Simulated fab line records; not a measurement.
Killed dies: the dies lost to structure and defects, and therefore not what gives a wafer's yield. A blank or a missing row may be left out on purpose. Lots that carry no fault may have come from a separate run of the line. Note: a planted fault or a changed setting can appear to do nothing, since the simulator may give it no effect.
A struck lot beside a sound one | flow sky130 | 14 steps out of a route of 708
Sound: the wafers L649.2, L649.4, L649.6. Struck: wafers L647.2, L647.5, L647.6. The cause is named last.
Order at every step that has rows: each side's tool, ch and its chambers, its first start. Under that, the readings that differ: sound wafers | struck wafers | difference of the means | sigmas: that difference in standard deviations of wafers without a fault.
alike: readings whose means differ by less than 2 such deviations, and words and numbers that are the same on both sides. not compared: withheld readings, readings that some wafer has no value for, bounds like >300 that may hide the same value, and numbers for which the record gives no deviation and whose values overlap.
A row with sigmas, a row that says differs or no value, or rows on one side alone: a step with any of these is where the two part. Numbers that have no deviation but don't overlap get no sigmas and don't part them. A reading missing from all wafers of one side parts the sides only when that side holds two or more wafers.

first, 2 steps without rows for these wafers: SKY_VT_ADJUST_LVTN_PEB_05; SKY_VT_ADJUST_LVTN_DEVELOP_06 (develop time 60 s).
SKY_VT_ADJUST_LVTN_OVL_MEAS_07:
  sound on overlay-02, day 12 22:59; struck on overlay-02, day 12 08:35
  alike: VT_ADJUST_LVTN_OVL
after that, 1 step had no rows for these wafers: SKY_VT_ADJUST_LVTN_IMPLANT_08.
SKY_VT_ADJUST_LVTN_STRIP_09: strips in O2/N2.
  sound on plasma_asher-03 ch 1, day 12 23:10; struck on plasma_asher-01 ch 0,1, day 12 08:46
  alike: drypump_motor_current_A, oes_product_au, strip_time_to_endpoint_s
  not compared: rf_hours_counter_h
SKY_VT_ADJUST_LVTN_TW_MEAS_10:
  sound on film_metro-04, day 12 23:17; struck on film_metro-04, day 12 08:53
  alike: VT_ADJUST_LVTN_TW
then, 6 steps without rows for these wafers: SKY_VT_ADJUST_LVTN_DEHYDRATE_11 (time 60 s); SKY_VT_ADJUST_LVTN_HMDS_12 (prime time 60 s); SKY_VT_ADJUST_LVTN_COAT_13 (resist thk 1140 nm); SKY_VT_ADJUST_LVTN_SOFTBAKE_14 (time 60 s); SKY_VT_ADJUST_LVTN_EXPOSE_15 (exposes mask HVN STD DERIVED, target cd 600 nm); SKY_VT_ADJUST_LVTN_PEB_16.
SKY_VT_ADJUST_LVTN_DEVELOP_17: develop time 60 s.
  sound on litho_track-04 ch 0, day 14 00:04; struck on litho_track-01, day 13 09:34
  no value came back on the struck wafers for chill_plate_temp_C (C), develop_time_s (s); on the sound wafers chill_plate_temp_C (C) reads 22.91 22.93 23.00
SKY_VT_ADJUST_LVTN_OVL_MEAS_18:
  sound on overlay-01, day 14 00:11; struck on overlay-01, day 13 09:41
  reading                    | sound       | struck | difference                    | sigmas
  VT_ADJUST_LVTN_01_OVL (nm) | 0.8 0.2 1.5 | - - -  | no value on the struck wafers |

WHERE THEY PART
Earliest at SKY_VT_ADJUST_LVTN_DEVELOP_17; latest, in this record, at SKY_VT_ADJUST_LVTN_OVL_MEAS_18.

WHY: what had been put in by the simulator
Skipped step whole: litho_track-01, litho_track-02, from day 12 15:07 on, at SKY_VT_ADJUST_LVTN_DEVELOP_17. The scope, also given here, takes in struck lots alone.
